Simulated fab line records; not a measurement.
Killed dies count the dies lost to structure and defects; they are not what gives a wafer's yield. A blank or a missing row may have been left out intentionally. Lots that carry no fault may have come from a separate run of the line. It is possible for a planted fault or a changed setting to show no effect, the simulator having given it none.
Which of the tools did it? / flow sky130 / Sampling: 13 lots, 39 wafers, 4 of 708 route steps

== WHAT THE GAUGES READ, wafer by wafer ==
The record holds no reading of a measuring or inspecting step that can be judged against a usual standard deviation.

== EACH LOT AND THE TOOL THAT RAN IT (in order: tool; ch and the chambers of the sampled wafers; start) ==
lot=L628; SKY_METAL3_STRIP_19=plasma-asher-02 ch 0,1, day 38 18:37; SKY_VIA3_ETCH_15=rie-diel-01 ch 2,3, day 39 20:49; SKY_VIA3_CMP_24=cmp-01 ch 0,1,3, day 39 21:51; SKY_CAP2M_SPUTTER_02=pvd-sputter-04, day 39 22:23
lot=L629; SKY_METAL3_STRIP_19=plasma-asher-04 ch 0,1, day 39 04:26; SKY_VIA3_ETCH_15=rie-diel-04 ch 0,1,2, day 40 07:14; SKY_VIA3_CMP_24=cmp-01 ch 0,1, day 40 08:14; SKY_CAP2M_SPUTTER_02=pvd-sputter-04, day 40 08:47
lot=L630; SKY_METAL3_STRIP_19=plasma-asher-02 ch 0,1, day 39 07:58; SKY_VIA3_ETCH_15=rie-diel-03 ch 2,3, day 40 10:11; SKY_VIA3_CMP_24=cmp-01 ch 0,1,3, day 40 11:18; SKY_CAP2M_SPUTTER_02=pvd-sputter-03, day 40 11:44
lot=L631; SKY_METAL3_STRIP_19=plasma-asher-02 ch 0,1, day 39 19:01; SKY_VIA3_ETCH_15=rie-diel-04 ch 1,2,3, day 40 20:28; SKY_VIA3_CMP_24=cmp-01 ch 0,1,2, day 40 21:33; SKY_CAP2M_SPUTTER_02=pvd-sputter-04, day 40 22:02
lot=L632; SKY_METAL3_STRIP_19=plasma-asher-04 ch 0,1, day 40 01:31; SKY_VIA3_ETCH_15=rie-diel-04 ch 2,3, day 41 03:22; SKY_VIA3_CMP_24=cmp-02 ch 0,1,3, day 41 04:32; SKY_CAP2M_SPUTTER_02=pvd-sputter-03, day 41 04:56
lot=L634; SKY_METAL3_STRIP_19=plasma-asher-03 ch 0,1, day 40 13:13; SKY_VIA3_ETCH_15=rie-diel-01 ch 0,1,3, day 41 15:16; SKY_VIA3_CMP_24=cmp-01 ch 0,1,2, day 41 16:23; SKY_CAP2M_SPUTTER_02=pvd-sputter-04, day 41 16:50
lot=L636; SKY_METAL3_STRIP_19=plasma-asher-02 ch 0,1, day 41 08:17; SKY_VIA3_ETCH_15=rie-diel-01 ch 0,1, day 42 09:43; SKY_VIA3_CMP_24=cmp-02 ch 0,1,3, day 42 10:50; SKY_CAP2M_SPUTTER_02=pvd-sputter-04, day 42 11:16
lot=L637; SKY_METAL3_STRIP_19=plasma-asher-04 ch 0,1, day 41 13:28; SKY_VIA3_ETCH_15=rie-diel-03 ch 0,1,2, day 42 14:40; SKY_VIA3_CMP_24=cmp-01 ch 0,2,3, day 42 15:48; SKY_CAP2M_SPUTTER_02=pvd-sputter-04, day 42 16:17
lot=L639; SKY_METAL3_STRIP_19=plasma-asher-03 ch 0,1, day 41 23:51; SKY_VIA3_ETCH_15=rie-diel-01 ch 0,2,3, day 43 00:34; SKY_VIA3_CMP_24=cmp-01 ch 0,2, day 43 01:38; SKY_CAP2M_SPUTTER_02=pvd-sputter-04, day 43 02:11
lot=L641; SKY_METAL3_STRIP_19=plasma-asher-03 ch 0, day 42 14:23; SKY_VIA3_ETCH_15=rie-diel-01 ch 0,2, day 43 15:07; SKY_VIA3_CMP_24=cmp-02 ch 1,2, day 43 16:12; SKY_CAP2M_SPUTTER_02=pvd-sputter-04, day 43 16:41
lot=L647; SKY_METAL3_STRIP_19=plasma-asher-04 ch 0, day 44 04:01; SKY_VIA3_ETCH_15=rie-diel-04 ch 0,1, day 45 03:26; SKY_VIA3_CMP_24=cmp-02 ch 0,2,3, day 45 04:29; SKY_CAP2M_SPUTTER_02=pvd-sputter-01, day 45 05:01
lot=L648; SKY_METAL3_STRIP_19=plasma-asher-03 ch 0,1, day 44 11:25; SKY_VIA3_ETCH_15=rie-diel-04 ch 0,1,3, day 45 10:31; SKY_VIA3_CMP_24=cmp-02 ch 0,2,3, day 45 11:37; SKY_CAP2M_SPUTTER_02=pvd-sputter-03, day 45 12:06
lot=L651; SKY_METAL3_STRIP_19=plasma-asher-02 ch 0,1, day 45 10:10; SKY_VIA3_ETCH_15=rie-diel-03 ch 0,1,2, day 46 08:22; SKY_VIA3_CMP_24=cmp-02 ch 0,1,2, day 46 09:28; SKY_CAP2M_SPUTTER_02=pvd-sputter-04, day 46 09:56
- SKY_METAL3_STRIP_19: strips in O2/N2.
- SKY_VIA3_ETCH_15: etches SiO2 in C4F8/O2/Ar, stops on TiN, target depth 507 nm, time 78 s.
- SKY_VIA3_CMP_24: polishes, stops on SiO2, t overpolish 20 s, target thk 0 nm.
- SKY_CAP2M_SPUTTER_02: material TiN, target thk 200 nm, time 166.7 s.

== AS READ BY THE TOOLS THEMSELVES (means over the sampled wafers that have a number; for cases with no such wafer, the mark the record gives instead) ==
SKY_METAL3_STRIP_19.
lot=L628; tool=plasma-asher-02; drypump-motor-current-A (A)=5.8; oes-product-au (a.u.)=0.513; strip-time-to-endpoint-s (s)=6.74
lot=L629; tool=plasma-asher-04; drypump-motor-current-A (A)=5.3; oes-product-au (a.u.)=0.499; strip-time-to-endpoint-s (s)=6.49
lot=L630; tool=plasma-asher-02; drypump-motor-current-A (A)=5.8; oes-product-au (a.u.)=0.499; strip-time-to-endpoint-s (s)=6.45
lot=L631; tool=plasma-asher-02; drypump-motor-current-A (A)=5.8; oes-product-au (a.u.)=0.505; strip-time-to-endpoint-s (s)=6.65
lot=L632; tool=plasma-asher-04; drypump-motor-current-A (A)=5.3; oes-product-au (a.u.)=0.506; strip-time-to-endpoint-s (s)=6.61
lot=L634; tool=plasma-asher-03; drypump-motor-current-A (A)=5.4; oes-product-au (a.u.)=0.499; strip-time-to-endpoint-s (s)=6.46
lot=L636; tool=plasma-asher-02; drypump-motor-current-A (A)=5.8; oes-product-au (a.u.)=0.505; strip-time-to-endpoint-s (s)=6.54
lot=L637; tool=plasma-asher-04; drypump-motor-current-A (A)=5.1; oes-product-au (a.u.)=0.494; strip-time-to-endpoint-s (s)=6.40
lot=L639; tool=plasma-asher-03; drypump-motor-current-A (A)=6.0; oes-product-au (a.u.)=0.504; strip-time-to-endpoint-s (s)=6.66
lot=L641; tool=plasma-asher-03; drypump-motor-current-A (A)=6.5; oes-product-au (a.u.)=0.500; strip-time-to-endpoint-s (s)=6.45
lot=L647; tool=plasma-asher-04; drypump-motor-current-A (A)=5.0; oes-product-au (a.u.)=0.504; strip-time-to-endpoint-s (s)=6.61
lot=L648; tool=plasma-asher-03; drypump-motor-current-A (A)=5.4; oes-product-au (a.u.)=0.503; strip-time-to-endpoint-s (s)=6.64
lot=L651; tool=plasma-asher-02; drypump-motor-current-A (A)=6.1; oes-product-au (a.u.)=0.498; strip-time-to-endpoint-s (s)=6.50

SKY_VIA3_ETCH_15.
lot=L628; tool=rie-diel-01; oes-product-au (a.u.)=0.947
lot=L629; tool=rie-diel-04; oes-product-au (a.u.)=0.948
lot=L630; tool=rie-diel-03; oes-product-au (a.u.)=0.946
lot=L631; tool=rie-diel-04; oes-product-au (a.u.)=0.945
lot=L632; tool=rie-diel-04; oes-product-au (a.u.)=0.951
lot=L634; tool=rie-diel-01; oes-product-au (a.u.)=0.943
lot=L636; tool=rie-diel-01; oes-product-au (a.u.)=0.947
lot=L637; tool=rie-diel-03; oes-product-au (a.u.)=0.940
lot=L639; tool=rie-diel-01; oes-product-au (a.u.)=0.945
lot=L641; tool=rie-diel-01; oes-product-au (a.u.)=0.939
lot=L647; tool=rie-diel-04; oes-product-au (a.u.)=0.949
lot=L648; tool=rie-diel-04; oes-product-au (a.u.)=0.951
lot=L651; tool=rie-diel-03; oes-product-au (a.u.)=0.949

SKY_VIA3_CMP_24.
lot=L628; tool=cmp-01; motor-current-A (A)=11.1; overpolish-run-s (s)=20.001; time-to-endpoint-s (s)=99
lot=L629; tool=cmp-01; motor-current-A (A)=11.0; overpolish-run-s (s)=19.998; time-to-endpoint-s (s)=98
lot=L630; tool=cmp-01; motor-current-A (A)=11.3; overpolish-run-s (s)=20.008; time-to-endpoint-s (s)=100
lot=L631; tool=cmp-01; motor-current-A (A)=10.4; overpolish-run-s (s)=20.000; time-to-endpoint-s (s)=97
lot=L632; tool=cmp-02; motor-current-A (A)=10.2; overpolish-run-s (s)=20.007; time-to-endpoint-s (s)=91
lot=L634; tool=cmp-01; motor-current-A (A)=10.4; overpolish-run-s (s)=19.997; time-to-endpoint-s (s)=98
lot=L636; tool=cmp-02; motor-current-A (A)=10.3; overpolish-run-s (s)=20.002; time-to-endpoint-s (s)=85
lot=L637; tool=cmp-01; motor-current-A (A)=10.9; overpolish-run-s (s)=19.991; time-to-endpoint-s (s)=98
lot=L639; tool=cmp-01; motor-current-A (A)=10.8; overpolish-run-s (s)=13.351; time-to-endpoint-s (s)=113
lot=L641; tool=cmp-02; motor-current-A (A)=10.0; overpolish-run-s (s)=20.002; time-to-endpoint-s (s)=89
lot=L647; tool=cmp-02; motor-current-A (A)=10.3; overpolish-run-s (s)=20.002; time-to-endpoint-s (s)=91
lot=L648; tool=cmp-02; motor-current-A (A)=10.2; overpolish-run-s (s)=19.997; time-to-endpoint-s (s)=93
lot=L651; tool=cmp-02; motor-current-A (A)=9.2; overpolish-run-s (s)=19.993; time-to-endpoint-s (s)=95

SKY_CAP2M_SPUTTER_02.
lot=L628; tool=pvd-sputter-04; throttle-valve-pct (%)=30.8
lot=L629; tool=pvd-sputter-04; throttle-valve-pct (%)=30.2
lot=L630; tool=pvd-sputter-03; throttle-valve-pct (%)=29.9
lot=L631; tool=pvd-sputter-04; throttle-valve-pct (%)=30.3
lot=L632; tool=pvd-sputter-03; throttle-valve-pct (%)=30.4
lot=L634; tool=pvd-sputter-04; throttle-valve-pct (%)=30.5
lot=L636; tool=pvd-sputter-04; throttle-valve-pct (%)=30.8
lot=L637; tool=pvd-sputter-04; throttle-valve-pct (%)=29.9
lot=L639; tool=pvd-sputter-04; throttle-valve-pct (%)=29.8
lot=L641; tool=pvd-sputter-04; throttle-valve-pct (%)=30.9
lot=L647; tool=pvd-sputter-01; throttle-valve-pct (%)=29.9
lot=L648; tool=pvd-sputter-03; throttle-valve-pct (%)=30.4
lot=L651; tool=pvd-sputter-04; throttle-valve-pct (%)=30.7

== THE ANSWER, worked out from the rows above alone ==
Rule: usual is defined by the lots themselves. The widest of any qualifying gaps counts: lots, ordered by their means at a reading, are off when they make up no more than a third of the lots, leave a main group of 4 or more, and stand apart from it by 3 or more times the standard deviation of that group's means. A main group is skipped when, at the precision printed for the reading in the tables above, its means are all equal. A lot without any number at a reading at which 4 lots or more have one is off too. Where the step has rows for the other lots, those lots are counted as sound. First the gauges in route order, then the tools' own readings, where a lot's mean is used as printed above. The first step at which some lot is off is used, and at that step the reading that is off furthest; a lot without a number counts as furthest.
Off, at SKY_VIA3_CMP_24 on overpolish-run-s: L639. The main group has a mean of 20.000 s with a standard deviation of 0.0048.
A tool fits if, at that step or a process step before it, it ran every lot that is off, and no sound lot after the first of them. One fits: cmp-01 at SKY_VIA3_CMP_24. Its last sound lot is L637 (day 42 15:48), its first lot that is off L639 (day 43 01:38): a fault that began between those two fits.
The tool's own readings at SKY_VIA3_CMP_24 bear it out: on the lots that are off they differ by more than 5 times the standard deviation of the sound lots' means. overpolish-run-s reads 13.351 s there against 20.000 s on the sound lots.

== WHAT THE SIMULATOR HAD INSERTED ==
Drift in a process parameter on cmp-01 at SKY_VIA3_CMP_24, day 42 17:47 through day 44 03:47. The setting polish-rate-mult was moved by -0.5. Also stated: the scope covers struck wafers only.
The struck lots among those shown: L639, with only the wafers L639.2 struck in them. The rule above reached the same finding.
